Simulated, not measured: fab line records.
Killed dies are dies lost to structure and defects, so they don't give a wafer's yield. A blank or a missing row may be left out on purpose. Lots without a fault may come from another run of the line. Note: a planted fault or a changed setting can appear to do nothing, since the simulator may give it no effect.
Matching of chambers | flow gf180mcu | GF_V5_CMP_04 on cmp-02 has 4 sister chambers
The step polishes SiO2. 16 wafers are shown with their chamber, then 8 later ones without.

WAFERS PAIRED WITH THEIR CHAMBERS
wafer  | chamber | motor current A (A)
L706.2 | 2       | 12.8
L706.4 | 0       | 12.7
L706.6 | 2       | 12.7
L709.2 | 0       | 12.3
L709.4 | 3       | 12.7
L709.6 | 2       | 13.2
L714.1 | 1       | 12.4
L714.3 | 3       | 12.9
L714.5 | 0       | 12.7
L716.1 | 0       | 13.5
L716.2 | 2       | 12.5
L716.5 | 2       | 12.5
L717.2 | 1       | 13.1
L717.3 | 3       | 12.2
L717.6 | 1       | 12.4
L719.3 | 0       | 13.4

SIGNATURES (averages over the wafers above)
reading         | chamber 0 | chamber 1 | chamber 2 | chamber 3 | scatter within a chamber
motor current A | 12.920    | 12.633    | 12.740    | 12.600    | 0.405
Rule: for a wafer and a chamber, the distance is found by dividing, reading by reading, the gap between the wafer's reading and the chamber's mean by the reading's scatter, squaring, summing and taking the root. The wafer belongs to the nearest chamber; if the next one is less than 2 further off, it can't be placed. The scatter: take each reading less its chamber's mean, square it, sum over the shown wafers, divide by the number of wafers less the number of chambers, and take the root.

WAFERS WITHOUT THEIR CHAMBER
wafer  | motor current A (A)
L719.4 | 13.5
L719.5 | 13.0
L726.3 | 12.4
L726.4 | 12.6
L726.5 | 13.4
L728.2 | 13.0
L728.4 | 12.1
L728.6 | 13.2

WHICH CHAMBER EACH ONE RAN IN
wafer  | from the rows above               | in truth
L719.4 | can't be placed: 0 or 2 or 1 or 3 | 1
L719.5 | can't be placed: 0 or 2 or 1 or 3 | 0
L726.3 | can't be placed: 3 or 1 or 2 or 0 | 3
L726.4 | can't be placed: 3 or 1 or 2 or 0 | 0
L726.5 | can't be placed: 0 or 2 or 1 or 3 | 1
L728.2 | can't be placed: 0 or 2 or 1 or 3 | 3
L728.4 | can't be placed: 3 or 1 or 2 or 0 | 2
L728.6 | can't be placed: 0 or 2 or 1 or 3 | 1
0 of 8 placed correctly. These rows do not allow placing 8 (true chamber among the candidates in 8). 0 placed wrongly.
